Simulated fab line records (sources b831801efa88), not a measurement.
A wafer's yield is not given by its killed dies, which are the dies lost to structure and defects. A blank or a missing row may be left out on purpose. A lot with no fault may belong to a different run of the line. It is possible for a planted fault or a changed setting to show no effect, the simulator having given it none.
Chamber matching + flow gf180mcu + 3 sister chambers for GF_V3_CVD_00 on hdpcvd-02
The step deposits SiO2, target thk 600 nm, time 100 s. 6 wafers are shown with their chamber, then 8 later ones without.

EACH WAFER AND ITS CHAMBER
| wafer  | chamber | sih4FlowSccm (sccm) |
|--------|---------|---------------------|
| L302.5 | 0       | 60.16               |
| L309.6 | 2       | 59.71               |
| L318.1 | 2       | 60.02               |
| L318.2 | 1       | 60.31               |
| L318.3 | 0       | 59.69               |
| L320.1 | 1       | 60.15               |

WAFERS WITH NO CHAMBER GIVEN
| wafer  | sih4FlowSccm (sccm) |
|--------|---------------------|
| L320.2 | 59.72               |
| L320.4 | 59.70               |
| L321.3 | 59.93               |
| L321.4 | 60.31               |
| L321.6 | 60.31               |
| L323.1 | 60.44               |
| L323.5 | 60.27               |
| L323.6 | 60.08               |

EACH ONE'S CHAMBER
| wafer  | from the rows above          | in truth |
|--------|------------------------------|----------|
| L320.2 | can't be placed: 2 or 0 or 1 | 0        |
| L320.4 | can't be placed: 2 or 0 or 1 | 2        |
| L321.3 | can't be placed: 0 or 2 or 1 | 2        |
| L321.4 | can't be placed: 1 or 0 or 2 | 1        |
| L321.6 | can't be placed: 1 or 0 or 2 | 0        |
| L323.1 | can't be placed: 1 or 0 or 2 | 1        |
| L323.5 | can't be placed: 1 or 0 or 2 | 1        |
| L323.6 | can't be placed: 1 or 0 or 2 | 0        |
Placed correctly: 0 of 8. Cannot be placed on the basis of these rows: 8; the candidates contain the true chamber in 8. Placed wrongly: 0.
How it was worked out, from the rows above alone: a wafer's distance from a chamber is the root of the sum, over the readings, of the square of ((its reading less the chamber's mean) divided by the reading's scatter). If the next closest chamber is less than 2 further off than the closest, the wafer can't be placed; otherwise it belongs to the closest. Each chamber's mean is taken over the wafers shown for it. How the scatter is found: for the shown wafers, subtract from each reading the mean of its chamber, square and add these, divide the total by (wafers less chambers), then take the root.
